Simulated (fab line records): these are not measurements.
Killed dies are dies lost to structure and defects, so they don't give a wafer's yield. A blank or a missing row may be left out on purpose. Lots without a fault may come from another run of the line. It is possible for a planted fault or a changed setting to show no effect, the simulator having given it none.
What tool caused it? / flow sky130 / 7 lots with 21 wafers sampled at 4 steps, on a route of 708 steps

## WHAT THE GAUGES SHOWED, per wafer
SKY_SD_N_RS_MEAS_17: measurement is done with a four-point probe.
lot=L774; measured=day 28 03:19; on=film_metro-04; SD_P_RS (ohm/sq)=147.0 147.7 147.1
lot=L777; measured=day 30 01:09; on=film_metro-03; SD_P_RS (ohm/sq)=147.6 147.3 147.7
lot=L781; measured=day 30 14:41; on=film_metro-03; SD_P_RS (ohm/sq)=146.9 147.0 147.1
lot=L786; measured=day 32 04:10; on=film_metro-03; SD_P_RS (ohm/sq)=147.1 147.1 147.0
lot=L793; measured=day 35 01:37; on=film_metro-03; SD_P_RS (ohm/sq)=148.1 147.6 147.7
lot=L796; measured=day 35 11:21; on=film_metro-04; SD_P_RS (ohm/sq)=146.8 147.5 147.2

## TOOL THAT RAN EACH LOT (tool first, then ch and the chambers of the sampled wafers, then the start)
lot=L774; SKY_VT_ADJUST_LVTN_STRIP_09=plasma_asher-03 ch 0,1, day 7 04:39; SKY_GATE_OXIDE_OXIDATION_01=furnace-02 ch 0, day 13 03:32; SKY_SD_P_STRIP_10=plasma_asher-02 ch 0,1, day 25 16:59
lot=L777; SKY_VT_ADJUST_LVTN_STRIP_09=plasma_asher-03 ch 0,1, day 7 22:03; SKY_GATE_OXIDE_OXIDATION_01=furnace-02 ch 0, day 13 20:26; SKY_SD_P_STRIP_10=plasma_asher-04 ch 0,1, day 27 15:56
lot=L781; SKY_VT_ADJUST_LVTN_STRIP_09=plasma_asher-01 ch 0,1, day 9 02:33; SKY_GATE_OXIDE_OXIDATION_01=furnace-01 ch 0, day 15 08:48; SKY_SD_P_STRIP_10=plasma_asher-03 ch 0,1, day 28 05:59
lot=L784; SKY_VT_ADJUST_LVTN_STRIP_09=plasma_asher-03 ch 0,1, day 9 18:43; SKY_GATE_OXIDE_OXIDATION_01=furnace-02, day 16 06:38; SKY_SD_P_STRIP_10=-
lot=L786; SKY_VT_ADJUST_LVTN_STRIP_09=plasma_asher-04 ch 0,1, day 10 09:04; SKY_GATE_OXIDE_OXIDATION_01=furnace-01 ch 0, day 17 02:48; SKY_SD_P_STRIP_10=plasma_asher-03 ch 0,1, day 29 19:43
lot=L793; SKY_VT_ADJUST_LVTN_STRIP_09=plasma_asher-03 ch 0,1, day 12 19:22; SKY_GATE_OXIDE_OXIDATION_01=furnace-02 ch 0, day 20 02:40; SKY_SD_P_STRIP_10=plasma_asher-03 ch 0,1, day 32 19:23
lot=L796; SKY_VT_ADJUST_LVTN_STRIP_09=plasma_asher-04 ch 0,1, day 13 10:13; SKY_GATE_OXIDE_OXIDATION_01=furnace-01 ch 0, day 20 19:37; SKY_SD_P_STRIP_10=plasma_asher-03 ch 0,1, day 33 06:08
- SKY_VT_ADJUST_LVTN_STRIP_09: strips in O2/N2.
- SKY_GATE_OXIDE_OXIDATION_01: stabilise 600 s, purge 300 s, target thk 10.268 nm.
- SKY_SD_P_STRIP_10: strips in O2/N2.

## THE ANSWER, worked out from the rows above alone
Rule: what is usual is taken from the lots themselves. Put in order of their means at a reading, lots are off if they are a third of the lots or fewer, leave a main group of 4 or more, and stand apart from it by a gap of 3 or more times the standard deviation of the main group's means; of several such gaps the widest counts. The tables above print the reading to a certain number of digits; a main group whose means all agree to those digits is not used. A lot without any number at a reading at which 4 lots or more have one is off too. All remaining lots with rows at the step are treated as sound.
No lot is off on any of the readings shown, so nothing can be concluded from this.

## WHAT THE SIMULATOR HAD PUT IN
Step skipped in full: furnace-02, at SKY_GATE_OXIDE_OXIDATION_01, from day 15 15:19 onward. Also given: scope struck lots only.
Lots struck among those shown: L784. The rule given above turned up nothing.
